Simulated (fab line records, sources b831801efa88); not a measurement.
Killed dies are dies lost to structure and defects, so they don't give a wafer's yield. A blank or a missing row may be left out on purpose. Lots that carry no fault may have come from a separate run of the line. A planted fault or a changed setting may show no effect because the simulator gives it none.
Which of the tools did it? | flow sky130 | 45 wafers from 15 lots sampled at 4 of the route's 708 steps

WHAT THE GAUGES SHOWED, per wafer
The record lacks any reading of a measuring or inspecting step that a usual standard deviation could be used to judge.

EACH LOT AND THE TOOL THAT RAN IT (in order: tool; ch and the chambers of the sampled wafers; start)
lot  | SKY_METAL3_PEB_11                 | SKY_METAL3_DESCUM_15              | SKY_METAL3_ETCH_17                 | SKY_VIA3_CMP_02
L377 | litho-track-04 ch 0, day 38 09:00 | rie-metal-04 ch 1, day 38 10:00   | rie-diel-02 ch 1,2,3, day 38 10:08 | cmp-02 ch 1,2,3, day 38 11:09
L378 | litho-track-03 ch 0, day 38 17:00 | rie-metal-03 ch 0,1, day 38 17:44 | rie-diel-02 ch 0,2,3, day 38 17:52 | cmp-01 ch 0,1, day 38 18:53
L379 | litho-track-01 ch 0, day 38 20:00 | rie-metal-03 ch 0, day 38 20:35   | rie-diel-03 ch 1,3, day 38 20:43   | cmp-01 ch 0,3, day 38 21:56
L380 | litho-track-04 ch 0, day 39 08:00 | rie-metal-04 ch 0,1, day 39 09:15 | rie-diel-03 ch 0,1,3, day 39 09:23 | cmp-01 ch 0,1,2, day 39 10:29
L383 | litho-track-04 ch 0, day 40 14:00 | rie-metal-04 ch 0,1, day 40 14:54 | rie-diel-04 ch 1,2, day 40 15:02   | cmp-02 ch 0,3, day 40 16:03
L382 | litho-track-01, day 40 19:00      | rie-metal-04 ch 0,1, day 40 19:28 | rie-diel-04 ch 2,3, day 40 19:37   | -
L381 | litho-track-01, day 40 19:00      | rie-metal-04 ch 0,1, day 40 20:08 | rie-diel-02 ch 0,1,3, day 40 20:19 | -
L384 | litho-track-04, day 41 01:00      | rie-metal-04 ch 0,1, day 41 01:48 | rie-diel-04 ch 0,3, day 41 01:59   | -
L385 | litho-track-04 ch 0, day 41 07:00 | rie-metal-03 ch 0,1, day 41 08:21 | rie-diel-03 ch 0,1,2, day 41 08:29 | cmp-02 ch 1,2,3, day 41 09:36
L391 | litho-track-04 ch 0, day 42 13:00 | rie-metal-04 ch 0,1, day 42 13:46 | rie-diel-04 ch 0,2,3, day 42 13:53 | cmp-01 ch 0,2,3, day 42 14:56
L393 | litho-track-04 ch 0, day 43 04:00 | rie-metal-04 ch 0,1, day 43 04:55 | rie-diel-02 ch 0,2, day 43 05:02   | cmp-02 ch 0,2,3, day 43 06:20
L394 | litho-track-03 ch 0, day 43 10:00 | rie-metal-04 ch 0, day 43 10:41   | rie-diel-03 ch 0,2, day 43 10:49   | cmp-01 ch 0,1,3, day 43 11:55
L395 | litho-track-03 ch 0, day 43 17:00 | rie-metal-03 ch 0,1, day 43 18:05 | rie-diel-02 ch 0,1, day 43 18:13   | cmp-01 ch 0,2,3, day 43 19:23
L397 | litho-track-04 ch 0, day 44 06:00 | rie-metal-03 ch 0,1, day 44 07:16 | rie-diel-04 ch 1,2,3, day 44 07:23 | cmp-01 ch 0,2,3, day 44 08:28
L396 | litho-track-04 ch 0, day 44 07:00 | rie-metal-03 ch 0,1, day 44 07:58 | rie-diel-03 ch 1,2,3, day 44 08:05 | cmp-01 ch 0,1, day 44 09:40
- SKY_METAL3_PEB_11
- SKY_METAL3_DESCUM_15: chemistry O2, time 8 s.
- SKY_METAL3_ETCH_17: etches SiO2 in C4F8/O2/Ar, stops on TiN, time 3.9 s, target depth 15 nm.
- SKY_VIA3_CMP_02: polishes SiO2.

WHAT THE TOOLS THEMSELVES READ (means of the sampled wafers that have a number; where no wafer has one, the mark that the record gives instead)
SKY_METAL3_PEB_11. Usual: 45.3 Pa for exhaust-pa, sd 0.86.
lot  | tool           | exhaust-pa (Pa) | flag
L377 | litho-track-04 | 44.9            |
L378 | litho-track-03 | 44.9            |
L379 | litho-track-01 | 46.0            |
L380 | litho-track-04 | 44.4            |
L383 | litho-track-04 | 46.0            |
L382 | litho-track-01 | -               | OFF
L381 | litho-track-01 | -               | OFF
L384 | litho-track-04 | -               | OFF
L385 | litho-track-04 | 44.9            |
L391 | litho-track-04 | 45.7            |
L393 | litho-track-04 | 45.6            |
L394 | litho-track-03 | 45.7            |
L395 | litho-track-03 | 45.5            |
L397 | litho-track-04 | 45.8            |
L396 | litho-track-04 | 43.9            |

SKY_METAL3_DESCUM_15. Usual: drypump-motor-current-A 5.93 A, standard deviation 0.26; oes-product-au 0.997 a.u., standard deviation 0.008.
lot  | tool         | drypump-motor-current-A (A) | oes-product-au (a.u.) | flag
L377 | rie-metal-04 | 6.33                        | 0.992                 |
L378 | rie-metal-03 | 5.71                        | 0.998                 |
L379 | rie-metal-03 | 5.71                        | 0.998                 |
L380 | rie-metal-04 | 6.20                        | 1.001                 |
L383 | rie-metal-04 | 6.06                        | 0.996                 |
L382 | rie-metal-04 | 6.19                        | 1.003                 |
L381 | rie-metal-04 | 6.17                        | 0.997                 |
L384 | rie-metal-04 | 6.18                        | 0.996                 |
L385 | rie-metal-03 | 5.71                        | 0.989                 |
L391 | rie-metal-04 | 6.19                        | 0.991                 |
L393 | rie-metal-04 | 6.05                        | 1.008                 |
L394 | rie-metal-04 | 5.95                        | 1.001                 |
L395 | rie-metal-03 | 5.70                        | 1.001                 |
L397 | rie-metal-03 | 5.70                        | 0.995                 |
L396 | rie-metal-03 | 5.70                        | 0.993                 |

SKY_METAL3_ETCH_17. Usual: 0.755 a.u. for oes-product-au, sd 0.0076.
lot  | tool        | oes-product-au (a.u.) | flag
L377 | rie-diel-02 | 0.744                 |
L378 | rie-diel-02 | 0.749                 |
L379 | rie-diel-03 | 0.755                 |
L380 | rie-diel-03 | 0.761                 |
L383 | rie-diel-04 | 0.748                 |
L382 | rie-diel-04 | 0.763                 |
L381 | rie-diel-02 | 0.759                 |
L384 | rie-diel-04 | 0.755                 |
L385 | rie-diel-03 | 0.754                 |
L391 | rie-diel-04 | 0.749                 |
L393 | rie-diel-02 | 0.754                 |
L394 | rie-diel-03 | 0.761                 |
L395 | rie-diel-02 | 0.769                 |
L397 | rie-diel-04 | 0.759                 |
L396 | rie-diel-03 | 0.753                 |

SKY_VIA3_CMP_02. Usual: 12.4 A for motor-current-A, sd 1.5.
lot  | tool   | motor-current-A (A) | flag
L377 | cmp-02 | 11.1                |
L378 | cmp-01 | 14.0                |
L379 | cmp-01 | 12.0                |
L380 | cmp-01 | 13.8                |
L383 | cmp-02 | 10.2                |
L385 | cmp-02 | 11.0                |
L391 | cmp-01 | 12.8                |
L393 | cmp-02 | 11.7                |
L394 | cmp-01 | 13.0                |
L395 | cmp-01 | 12.8                |
L397 | cmp-01 | 13.0                |
L396 | cmp-01 | 14.2                |

THE ANSWER, worked out from the rows above alone
Rule: a lot is off if the mean of its wafers that have a number lies more than 3 standard deviations from the usual mean. A lot without any number at a reading at which 4 lots or more have one is off too. Any other lot the step has rows for is counted as sound. First the gauges in route order, then the tools' own readings, where a lot's mean is used as printed above. At the first step where some lot is off, the reading lying furthest off is the one used; lots without a number count as furthest.
Off, at SKY_METAL3_PEB_11 on exhaust-pa: L382, L381, L384. Without a number there: L382, L381, L384.
A tool fits if, at that step or a process step before it, it ran every lot that is off, and no sound lot after the first of them. Of those tried, none fits.

WHAT THE SIMULATOR HAD PUT IN
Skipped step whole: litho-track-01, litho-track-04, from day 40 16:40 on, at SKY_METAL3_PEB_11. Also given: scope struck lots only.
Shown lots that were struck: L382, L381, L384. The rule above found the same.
